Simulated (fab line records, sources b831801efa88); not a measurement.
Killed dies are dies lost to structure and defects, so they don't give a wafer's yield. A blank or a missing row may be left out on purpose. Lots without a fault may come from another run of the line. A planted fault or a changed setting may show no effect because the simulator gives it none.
A struck lot beside a sound one | flow sfq_line | 17 steps out of a route of 325
Sound: wafers L623.1, L623.3, L623.4. Struck: wafers L632.1, L632.2, L632.4. The cause comes at the end.
At each step with rows: each side's tool, then ch and its chambers, then its first start. Under that, the readings that differ: sound wafers | struck wafers | difference of the means | sigmas: that difference in standard deviations of wafers without a fault.
alike: readings whose means differ by less than 2 such deviations, and words and numbers that are the same on both sides. not compared: withheld readings, readings that some wafer has no value for, bounds like >300 that may hide the same value, and numbers for which the record gives no deviation and whose values overlap.
The two part at a step that has a row with sigmas, a row that says differs or no value, or rows on one side only. Numbers that don't overlap but have no deviation are shown without sigmas and don't part them. A reading that every wafer of one side lacks parts them only if that side has two wafers or more.

first, 4 steps without rows for these wafers: SFQ_TRILAYER_L0_LITHO_SOFTBAKE_009; SFQ_TRILAYER_L0_LITHO_EXPOSE_006 (exposes mask L0, target cd 2000 nm); SFQ_TRILAYER_L0_LITHO_PEB_008 (peb time 60 s); SFQ_TRILAYER_L0_LITHO_DEVELOP_007 (time 60 s).
SFQ_TRILAYER_L0_BARC_OPEN_METAL_ETCH_010: etches BARC in O2, target depth 125 nm, time 41.7 s.
  sound on rie_metal-02 ch 0,1, day 3 13:10; struck on rie_metal-02 ch 0,1, day 5 11:19
  alike: chamber_pressure_mTorr, drypump_motor_current_A, oes_product_au
  not compared: rf_hours_counter_h
SFQ_TRILAYER_L0_ETCH_METAL_ETCH_008: etches MoNx KI in SF6/O2, stops on SiO2, target depth 50 nm, time 25 s.
  sound on rie_metal-02 ch 0,1, day 3 13:13; struck on rie_metal-02 ch 0,1, day 5 11:22
  alike: chamber_pressure_mTorr, drypump_motor_current_A, oes_product_au
  not compared: rf_hours_counter_h
SFQ_TRILAYER_L0_STRIP_STRIP_009: strips in O2.
  sound on rie_metal-02 ch 0,1, day 3 13:16; struck on rie_metal-02 ch 0,1, day 5 11:25
  alike: chamber_pressure_mTorr, drypump_motor_current_A, oes_product_au
  not compared: rf_hours_counter_h
then, 1 step without rows for these wafers: SFQ_TRILAYER_L0_STRIP_SOLV_CLEAN_010 (cleans in NMP, time 600 s).
SFQ_TRILAYER_L0_CAP_PECVD_011: deposits SiO2 from SiH4/N2O, time 13.333 s, target thk 60 nm.
  sound on pecvd-01 ch 0,2, day 3 14:02; struck on pecvd-01 ch 0,1, day 5 12:11
  alike: chamber_pressure_Torr, heater_power_w, susceptor_temp_C, throttle_valve_pct
then, 3 steps without rows for these wafers: SFQ_TRILAYER_L0_VIA_LITHO_COAT_018 (resist thk 62 nm); SFQ_TRILAYER_L0_VIA_LITHO_COAT_013 (resist thk 650 nm); SFQ_TRILAYER_L0_VIA_LITHO_SOFTBAKE_017.
SFQ_TRILAYER_L0_VIA_LITHO_EXPOSE_014: exposes mask L0V, target cd 700 nm.
  sound on krf_scanner-02 ch 0, day 5 08:55; struck on krf_scanner-02 ch 0, day 7 09:01
  reading                     | sound                | struck            | difference | sigmas
  model.L0V.overlay_x_nm (nm) | -1.401 -1.401 -1.401 | 178.5 178.5 178.5 | +179.9     |
  alike: mask
then, 2 steps without rows for these wafers: SFQ_TRILAYER_L0_VIA_LITHO_PEB_016 (peb time 60 s); SFQ_TRILAYER_L0_VIA_LITHO_DEVELOP_015 (time 60 s).
SFQ_L0V_OVL_MEAS_903:
  sound on overlay-02, day 5 10:25; struck on overlay-01, day 7 10:31
  reading      | sound     | struck      | difference | sigmas
  L0V_OVL (nm) | -1 -10 -3 | 174 176 177 | +180       | +38
SFQ_TRILAYER_L0_VIA_BARC_OPEN_VIA_ETCH_021: etches BARC in O2, target depth 125 nm, time 41.7 s.
  sound on rie_diel-04 ch 0,1,3, day 5 10:27; struck on rie_diel-04 ch 1,2,3, day 7 10:33
  alike: chamber_pressure_mTorr, drypump_motor_current_A, oes_product_au
  not compared: rf_hours_counter_h

WHERE THEY PART
Only at SFQ_L0V_OVL_MEAS_903, within this record. Later steps at which nothing parts them and some readings are alike: SFQ_TRILAYER_L0_VIA_BARC_OPEN_VIA_ETCH_021.

WHY: what the simulator had put in
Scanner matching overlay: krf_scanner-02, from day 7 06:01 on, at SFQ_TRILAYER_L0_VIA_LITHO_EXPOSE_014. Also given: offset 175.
